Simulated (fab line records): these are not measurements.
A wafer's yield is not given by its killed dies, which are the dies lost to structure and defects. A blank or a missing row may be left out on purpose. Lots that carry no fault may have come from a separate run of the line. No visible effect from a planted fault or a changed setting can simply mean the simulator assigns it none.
A single fault, viewed from 2 desks	flow sky130	each desk holds nothing but its own numbers, with what lay behind them at the end

== THE METROLOGY DESK ==
Lot by lot, what the gauges showed, no matter which tool ran the lot: averages of those sampled wafers that carry a number. Any lot whose mean is over 4 standard deviations away from the usual mean is out of limits and marked OUT; that distance is given in the brackets.
Columns: A = FIELD_ISO_OXIDATION_00_THK at SKY_FIELD_ISO_THK_MEAS_02, usual 11.84 nm; B = FIELD_ISO_CVD_03_THK at SKY_FIELD_ISO_THK_MEAS_04, usual 165.2 nm; C = cd nm at SKY_FIELD_ISO_CD_MEAS_13, usual 149.6 nm
lot	first seen here	A	B	C
L304	day 1 16:38	11.53	166.3	149.1
L314	day 3 18:39	12.00	164.3	149.3
L320	day 5 00:38	12.00	166.2	149.6
L321	day 5 09:59	11.84	165.7	150.2
L322	day 5 15:29	12.06	165.5	150.6
L325	day 6 11:10	11.39	165.2	150.3
L326	day 6 11:11	11.67	162.2	150.9
This desk's finding: nothing out of limits on any of the 7 lots.

== DESK OF THE TOOL OWNER: rie diel-04 ==
The tool's own readings at SKY_FIELD_ISO_ETCH_14 (etches BARC in N2/H2, stops on SiO2, time 45.9 s, target depth 60 nm): means of the sampled wafers that have a number, for each lot that ran on this tool. Any lot whose mean is over 4 standard deviations away from the usual mean is out of limits and marked OUT; that distance is given in the brackets.
Columns: A = drypump motor current A at SKY_FIELD_ISO_ETCH_14, usual 5.6 A; B = oes product au at SKY_FIELD_ISO_ETCH_14, usual 0.853 a.u.; C = run length s at SKY_FIELD_ISO_ETCH_14, usual 74.1 s; D = throttle valve pct at SKY_FIELD_ISO_ETCH_14, usual 13.224 %
lot	first seen here	A	B	C	D
L304	day 2 10:03	5.9	0.861	74.1	13.219
L320	day 5 19:49	5.6	0.880 (+5.6) OUT	72.7	13.222
L321	day 6 06:01	5.7	0.924 (+15) OUT	69.6 (-12) OUT	13.232
L322	day 6 11:05	5.8	0.887 (+7.2) OUT	71.8 (-6.4) OUT	13.232
Finding of this desk: L320, L321, L322 out of limits; the first was L320 at day 5 19:49, on oes product au at SKY_FIELD_ISO_ETCH_14. In limits: L304.

== TAKEN TOGETHER ==
On L320, L321, L322, at day 5 19:49, an alarm was possible from the tool owner's desk.
From the metrology desk's view, nothing was out of limits.
The metrology desk has L320, L321, L322 on record, within its limits.
On rie diel-04, each named lot ran SKY_FIELD_ISO_ETCH_14.

== WHAT THE SIMULATOR PUT IN ==
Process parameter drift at SKY_FIELD_ISO_ETCH_14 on rie diel-04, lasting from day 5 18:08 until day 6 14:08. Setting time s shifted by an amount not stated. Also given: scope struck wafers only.
Shown lots that were struck: L320, L321, L322.
How many hours passed from the start of the fault until each desk's first out-of-limits reading: the tool owner's desk, 2.
